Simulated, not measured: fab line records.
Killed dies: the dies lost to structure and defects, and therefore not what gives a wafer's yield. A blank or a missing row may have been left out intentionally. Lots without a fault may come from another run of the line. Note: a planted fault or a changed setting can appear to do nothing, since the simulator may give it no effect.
Code-filled problem report in 8D (eight disciplines) form    flow gf180mcu    the parts of the form that need people (team, actions taken, sign-off) are left out

1. WHAT IS WRONG
V1_W_RS at GF_V1_RS_MEAS_24 reads a mean of 0.444 ohm/sq on 6 wafers of 2 lots; wafers without a fault read 0.332 ohm/sq with a standard deviation of 0.0035. Relative to the usual mean, that is a shift of +32 standard deviations.
The step: measures by four-point-probe.
Earliest sighting: wafer L944.2 on film_metro-01 at day 22 22:01. Wafers with a number at this step in the record: 30, from 10 lots. The rule behind "out" and "out of limits": a value lying over 4 standard deviations away from the usual mean. All remaining wafers that have a number are taken as sound.

2. WHAT THIS IS AND IS NOT
question                     is                      is not
which readings at this step  V1_W_RS                 -
which lots                   L944, L945              L932, L933, L934, L935, L936, L938, L951, L955
which wafers of those lots   all that have a number  -
read on which gauges         film_metro-01           film_metro-02, film_metro-04
when                         from day 22 22:01       up to then (18 sound wafers); but 6 sound wafers of L951, L955 came after

3. SUSPECTS, AND WHAT RULES EACH OUT
Counting: a tool stays on the suspect list if, at a process step up to the reading, it processed all lots that are out and no sound lot following the first of them.
- the gauge at GF_V1_RS_MEAS_24 has been ruled out. All the wafers that are out were read on film_metro-01, but those of them that GF_V1_CMP_26 has rows for are out there too, on other tools.
- cvd_w-02 at GF_V1_CVD_23 (deposits W, target thk 350 nm, time 105.05 s): kept. It ran every lot that is out, first L944 (day 22 21:52), and no sound lot after that; its last sound lot up to then is L936 (day 20 06:04).
Remaining after the count: cvd_w-02 at GF_V1_CVD_23.

4. THE CAUSE (what the simulator had put in)
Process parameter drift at GF_V1_CVD_23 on cvd_w-02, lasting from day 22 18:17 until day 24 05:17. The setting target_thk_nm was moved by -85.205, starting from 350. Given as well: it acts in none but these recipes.
This tool alone remained once counting was done.

5. THE EFFECT CHAIN, in route order
Rows list readings where the struck wafers' mean (over those with a number) sits beyond 3 standard deviations from the usual. Scope: only readings with a usual standard deviation given in the record; hours: median across lots of the time from each lot's start at the first step in this table that gives one to its start at this step; sigmas: change in usual standard deviations.
hours  step               reading             usual         on struck wafers  change  sigmas
0      GF_V1_RS_MEAS_24   V1_W_RS             0.332 ohm/sq  0.444             +0.112  +32
0      GF_V1_THK_MEAS_25  V1_W_THK            354 nm        263               -91     -20
0      GF_V1_CMP_26       time_to_endpoint_s  88 s          67                -21     -7.0
Process steps it contains:
- GF_V1_CMP_26: polishes, stops on SiO2, t overpolish 15 s, target thk 0 nm.

6. WHAT WOULD HAVE CAUGHT IT SOONER
The first out-of-limits reading at a measuring or inspecting step in this record came at day 22 22:01, 4 hours after the fault's start at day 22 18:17.
An alarm limit of 4 standard deviations would not have fired on the tool readings at GF_V1_CVD_23 for which the record gives a usual standard deviation, since none of them was out on any struck wafer.
L945, from the lots that are out (2), started GF_V1_CVD_23 on cvd_w-02 later than day 22 22:01. Holding the tool at that time would have saved it.
